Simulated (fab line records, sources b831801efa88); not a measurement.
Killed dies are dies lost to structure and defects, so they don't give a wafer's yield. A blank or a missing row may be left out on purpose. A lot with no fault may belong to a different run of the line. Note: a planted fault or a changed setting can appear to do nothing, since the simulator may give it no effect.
What tool caused it? | flow gf180mcu | 12 lots with 36 wafers sampled at 5 steps, on a route of 602 steps

WHAT THE GAUGES READ, wafer by wafer
GF_V4_RS_MEAS_24: measurement is done with a four-point probe. Usual: V4_W_RS 0.326 ohm/sq, standard deviation 0.0038.
lot  | measured     | on            | V4_W_RS (ohm/sq)  | flag
L976 | day 24 11:07 | film metro-03 | 0.327 0.326 0.323 |
L979 | day 25 16:48 | film metro-03 | 0.327 0.333 0.328 |
L980 | day 26 02:14 | film metro-03 | 0.322 0.322 0.321 |
L981 | day 26 13:25 | film metro-04 | 0.322 0.322 0.322 |
L983 | day 27 02:23 | film metro-01 | 0.330 0.331 0.329 |
L984 | day 27 16:41 | film metro-01 | 0.322 0.329 0.329 |
L986 | day 27 16:49 | film metro-04 | 0.328 0.325 0.330 |
L985 | day 27 19:25 | film metro-03 | 0.319 0.327 0.320 |
L988 | day 28 06:26 | film metro-04 | 0.327 0.326 0.326 |
L990 | day 29 00:47 | film metro-01 | 0.319 0.329 0.326 |
L997 | day 30 14:05 | film metro-04 | 0.328 0.329 0.330 |
L999 | day 31 00:23 | film metro-03 | 0.324 0.322 0.325 |

GF_V5_RS_MEAS_24: measurement is done with a four-point probe. Usual: V5_W_RS 0.327 ohm/sq, standard deviation 0.0036.
lot  | measured     | on            | V5_W_RS (ohm/sq)  | flag
L976 | day 27 05:16 | film metro-04 | 0.327 0.331 0.327 |
L979 | day 28 09:28 | film metro-03 | 0.324 0.332 0.333 |
L980 | day 28 17:47 | film metro-03 | 0.325 0.329 0.329 |
L981 | day 29 04:21 | film metro-03 | 0.323 0.327 0.332 |
L983 | day 29 17:05 | film metro-02 | 0.325 0.327 0.321 |
L984 | day 30 05:19 | film metro-02 | 0.323 0.322 0.322 |
L986 | day 30 06:42 | film metro-02 | 0.326 0.329 0.327 |
L985 | day 30 09:14 | film metro-02 | 0.324 0.323 0.327 |
L988 | day 30 19:02 | film metro-02 | 0.331 0.326 0.326 |
L990 | day 31 12:01 | film metro-03 | 0.329 0.329 0.329 |
L997 | day 32 22:58 | film metro-03 | 0.323 0.326 0.326 |
L999 | day 33 06:50 | film metro-03 | 0.326 0.332 0.329 |

EACH LOT AND THE TOOL THAT RAN IT (in order: tool; ch and the chambers of the sampled wafers; start)
lot  | GF_V4_SPUTTER_21             | GF_V5_CMP_04                  | GF_V5_ETCH_17
L976 | pvd sputter-03, day 24 10:52 | cmp-01 ch 0,2,3, day 26 07:29 | rie diel-02 ch 1,2, day 27 05:16 or earlier
L979 | pvd sputter-01, day 25 16:35 | cmp-01 ch 0,3, day 27 12:29   | rie diel-02 ch 0,1,2, day 28 09:28 or earlier
L980 | pvd sputter-02, day 26 02:01 | cmp-02 ch 1,3, day 27 20:57   | rie diel-04 ch 0,1, day 28 17:47 or earlier
L981 | pvd sputter-03, day 26 13:13 | cmp-01 ch 0,2, day 28 07:51   | rie diel-04 ch 0,1,3, day 29 04:21 or earlier
L983 | pvd sputter-03, day 27 02:10 | cmp-01 ch 1,2,3, day 28 20:23 | rie diel-04 ch 0,1,2, day 29 17:05 or earlier
L984 | pvd sputter-02, day 27 16:28 | cmp-01 ch 0,1,2, day 29 09:05 | rie diel-01 ch 1,2, day 30 05:19 or earlier
L986 | pvd sputter-01, day 27 16:37 | cmp-02 ch 0,1,2, day 29 09:52 | rie diel-04 ch 0,1, day 30 06:42 or earlier
L985 | pvd sputter-02, day 27 19:07 | cmp-02 ch 1,2, day 29 12:49   | rie diel-04 ch 0,1,2, day 30 09:14 or earlier
L988 | pvd sputter-03, day 28 06:13 | cmp-02 ch 0,1,3, day 29 23:02 | rie diel-01 ch 0,1,3, day 30 19:02 or earlier
L990 | pvd sputter-03, day 29 00:35 | cmp-01 ch 0,2, day 30 16:59   | rie diel-01 ch 0,1,2, day 31 12:01 or earlier
L997 | pvd sputter-02, day 30 13:52 | cmp-01 ch 0,2,3, day 32 04:06 | rie diel-02 ch 0,2,3, day 32 22:58 or earlier
L999 | pvd sputter-03, day 31 00:10 | cmp-02 ch 0,1,2, day 32 12:38 | rie diel-04 ch 1,2,3, day 33 06:50 or earlier
- GF_V4_SPUTTER_21: material Ti, target thk 15 nm, time 80.02 s.
- GF_V5_CMP_04: polishes SiO2.
- GF_V5_ETCH_17: etches SiO2 in C4F8/O2/Ar, stops on TiN, target depth 855 nm.

AS READ BY THE TOOLS THEMSELVES (means over the sampled wafers that have a number; for cases with no such wafer, the mark the record gives instead)
GF_V4_SPUTTER_21. Usual: 30.0 % for throttle valve pct, sd 1.
lot  | tool           | throttle valve pct (%) | flag
L976 | pvd sputter-03 | 30.7                   |
L979 | pvd sputter-01 | 29.2                   |
L980 | pvd sputter-02 | 30.4                   |
L981 | pvd sputter-03 | 29.8                   |
L983 | pvd sputter-03 | 30.5                   |
L984 | pvd sputter-02 | 29.8                   |
L986 | pvd sputter-01 | 29.4                   |
L985 | pvd sputter-02 | 29.9                   |
L988 | pvd sputter-03 | 30.4                   |
L990 | pvd sputter-03 | 30.2                   |
L997 | pvd sputter-02 | 30.1                   |
L999 | pvd sputter-03 | 30.8                   |

GF_V5_CMP_04. Usual: 11.8 A for motor current A, sd 1.2.
lot  | tool   | motor current A (A) | flag
L976 | cmp-01 | 11.1                |
L979 | cmp-01 | 11.9                |
L980 | cmp-02 | 12.9                |
L981 | cmp-01 | 10.5                |
L983 | cmp-01 | 11.4                |
L984 | cmp-01 | 11.1                |
L986 | cmp-02 | 12.5                |
L985 | cmp-02 | 13.3                |
L988 | cmp-02 | 12.6                |
L990 | cmp-01 | 10.1                |
L997 | cmp-01 | 10.9                |
L999 | cmp-02 | 12.5                |

GF_V5_ETCH_17. Usual: 0.860 a.u. for oes product au, sd 0.0045.
lot  | tool        | oes product au (a.u.) | flag
L976 | rie diel-02 | 0.861                 |
L979 | rie diel-02 | 0.859                 |
L980 | rie diel-04 | 0.863                 |
L981 | rie diel-04 | 0.856                 |
L983 | rie diel-04 | 0.860                 |
L984 | rie diel-01 | 0.857                 |
L986 | rie diel-04 | 0.856                 |
L985 | rie diel-04 | 0.861                 |
L988 | rie diel-01 | 0.862                 |
L990 | rie diel-01 | 0.859                 |
L997 | rie diel-02 | 0.898                 | OFF
L999 | rie diel-04 | 0.862                 |

THE ANSWER, worked out from the rows above alone
Rule: a lot counts as off when the mean over its wafers that have a number is more than 3 standard deviations away from the usual mean. Also off: a lot with no number at a reading for which 4 or more lots have one. The other lots that the step has rows for count as sound. First the gauges in route order, then the tools' own readings, where a lot's mean is used as printed above. At the first step where some lot is off, the reading lying furthest off is the one used; lots without a number count as furthest.
Off: L997, at GF_V5_ETCH_17 (oes product au).
If a tool, at that step or one of the process steps before it, ran each lot that is off and ran no sound lot following the first of them, it fits. With no start given for some of its lots, GF_V5_ETCH_17 uses the hours and lot order of GF_V5_RS_MEAS_24. Can't be told from this: 3 tools fit, pvd sputter-02 at GF_V4_SPUTTER_21, cmp-01 at GF_V5_CMP_04, rie diel-02 at GF_V5_ETCH_17.

WHAT THE SIMULATOR HAD PUT IN
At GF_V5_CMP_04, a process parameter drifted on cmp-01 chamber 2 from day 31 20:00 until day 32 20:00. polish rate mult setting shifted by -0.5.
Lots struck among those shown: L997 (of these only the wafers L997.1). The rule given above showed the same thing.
